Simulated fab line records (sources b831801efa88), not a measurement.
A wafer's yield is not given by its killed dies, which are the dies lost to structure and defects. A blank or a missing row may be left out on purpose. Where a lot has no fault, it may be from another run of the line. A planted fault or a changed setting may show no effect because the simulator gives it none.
Which tool was responsible? :: flow sky130 :: 6 lots with 18 wafers sampled at 4 steps, on a route of 708 steps

WHAT THE GAUGES SHOWED, per wafer
SKY_METAL2_OVL_MEAS_16.
lot: L873
measured: day 35 23:25
on: overlay-02
METAL2_OVL (nm): -2 -1 0

lot: L877
measured: day 37 16:13
on: overlay-01
METAL2_OVL (nm): 3 -2 7

lot: L880
measured: day 38 06:55
on: overlay-02
METAL2_OVL (nm): -5 -2 1

lot: L890
measured: day 41 02:34
on: overlay-02
METAL2_OVL (nm): 2 9 8

lot: L892
measured: day 41 19:14
on: overlay-02
METAL2_OVL (nm): -2 0 -4

lot: L894
measured: day 42 03:10
on: overlay-01
METAL2_OVL (nm): 4 6 3

WHAT TOOL EACH LOT RAN ON (gives the tool, then ch and the chambers of the sampled wafers, and finally the start)
lot: L873
SKY_CONTACT_CVD_00: pecvd-02 ch 0,1,2, day 31 07:11
SKY_VIA1_CMP_24: cmp-02 ch 0,2, day 34 20:26
SKY_METAL2_SPUTTER_01: pvd_sputter-01, day 34 20:46

lot: L877
SKY_CONTACT_CVD_00: pecvd-04 ch 0,1, day 33 01:08
SKY_VIA1_CMP_24: cmp-02 ch 1,2,3, day 36 13:40
SKY_METAL2_SPUTTER_01: pvd_sputter-02, day 36 13:51

lot: L880
SKY_CONTACT_CVD_00: pecvd-02 ch 1,2, day 33 17:35
SKY_VIA1_CMP_24: cmp-02 ch 0,1, day 37 04:42
SKY_METAL2_SPUTTER_01: pvd_sputter-04, day 37 05:01

lot: L890
SKY_CONTACT_CVD_00: pecvd-02 ch 0,1, day 36 16:18
SKY_VIA1_CMP_24: cmp-01 ch 0,1, day 40 01:00
SKY_METAL2_SPUTTER_01: pvd_sputter-01, day 40 01:16

lot: L892
SKY_CONTACT_CVD_00: pecvd-01 ch 1,2, day 37 09:30
SKY_VIA1_CMP_24: cmp-02 ch 0,1,3, day 40 17:46
SKY_METAL2_SPUTTER_01: pvd_sputter-04, day 40 18:05

lot: L894
SKY_CONTACT_CVD_00: pecvd-04 ch 0,1,2, day 37 18:55
SKY_VIA1_CMP_24: cmp-01 ch 0,3, day 41 02:15
SKY_METAL2_SPUTTER_01: pvd_sputter-02, day 41 02:31
- SKY_CONTACT_CVD_00: deposits Si3N4, target thk 75 nm.
- SKY_VIA1_CMP_24: polishes, stops on SiO2, t overpolish 15 s, target thk 0 nm.
- SKY_METAL2_SPUTTER_01: material TiN, target thk 20 nm, time 16.7 s.

THE ANSWER, worked out from the rows above alone
Rule: usual is defined by the lots themselves. Put in order of their means at a reading, lots are off if they are a third of the lots or fewer, leave a main group of 4 or more, and stand apart from it by a gap of 3 or more times the standard deviation of the main group's means; of several such gaps the widest counts. A main group whose means are all the same, to the digits that the tables above print for the reading, isn't used. Also off: a lot with no number at a reading for which 4 or more lots have one. All remaining lots with rows at the step are treated as sound.
No lot is off at any reading shown: from this, nothing can be told.

WHAT WAS PUT IN BY THE SIMULATOR
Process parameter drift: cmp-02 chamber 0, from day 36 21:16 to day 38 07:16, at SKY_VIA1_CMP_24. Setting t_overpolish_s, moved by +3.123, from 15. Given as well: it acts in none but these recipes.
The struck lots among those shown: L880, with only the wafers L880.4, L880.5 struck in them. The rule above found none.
